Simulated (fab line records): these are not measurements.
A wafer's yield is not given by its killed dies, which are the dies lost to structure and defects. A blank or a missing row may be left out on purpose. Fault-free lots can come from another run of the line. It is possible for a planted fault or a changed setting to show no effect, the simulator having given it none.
A single fault, viewed from 2 desks | flow sky130 | each desk has only its own numbers; what lay behind them comes last

## AT THE TOOL OWNER'S DESK: litho_track-01
The tool's own readings at SKY_CAPM_COAT_07 (resist thk 1140 nm): means of the sampled wafers that have a number, for each lot that ran on this tool. The brackets show how far a lot's mean lies from the usual mean; more than 4 standard deviations puts the lot out of limits, marked OUT.
Columns: A = dispense_pressure_kPa at SKY_CAPM_COAT_07, usual 50.8 kPa
lot  | first seen here | A
L970 | day 39 07:35    | 53.5
L969 | day 39 08:11    | 53.5
L968 | day 39 10:34    | 53.5
L971 | day 39 11:26    | 53.5
L973 | day 40 11:29    | 53.5
L980 | day 41 21:47    | 53.5
L984 | day 42 18:38    | 53.6
This desk found nothing out of limits on any of the 7 lots.

## AT THE METROLOGY DESK
What the gauges read, lot by lot, whatever tool the lot ran on: means of the sampled wafers that have a number. The brackets show how far a lot's mean lies from the usual mean; more than 4 standard deviations puts the lot out of limits, marked OUT.
Columns: A = VIA2_W_RS at SKY_VIA2_RS_MEAS_22, usual 0.2757 ohm/sq; B = METAL3_OVL at SKY_METAL3_OVL_MEAS_14, usual 4 nm
lot  | first seen here | A      | B
L963 | day 36 06:29    | 0.2772 | -3
L965 | day 37 07:34    | 0.2772 | 11
L967 | day 38 15:41    | 0.2740 | 0
L970 | day 38 18:07    | 0.2792 | 7
L969 | day 38 18:31    | 0.2782 | 0
L968 | day 38 20:25    | 0.2763 | -3
L971 | day 38 21:26    | 0.2769 | 2
L973 | day 39 22:02    | 0.2751 | 9
L980 | day 41 09:21    | 0.2789 | 4
L984 | day 42 06:11    | 0.2743 | 2
L985 | day 42 14:56    | 0.2768 | 4
This desk found nothing out of limits on any of the 11 lots.

## PUT TOGETHER
The tool owner's desk saw nothing out of limits.
At the metrology desk, nothing out of limits was observed.

## WHAT THE SIMULATOR HAD PUT IN
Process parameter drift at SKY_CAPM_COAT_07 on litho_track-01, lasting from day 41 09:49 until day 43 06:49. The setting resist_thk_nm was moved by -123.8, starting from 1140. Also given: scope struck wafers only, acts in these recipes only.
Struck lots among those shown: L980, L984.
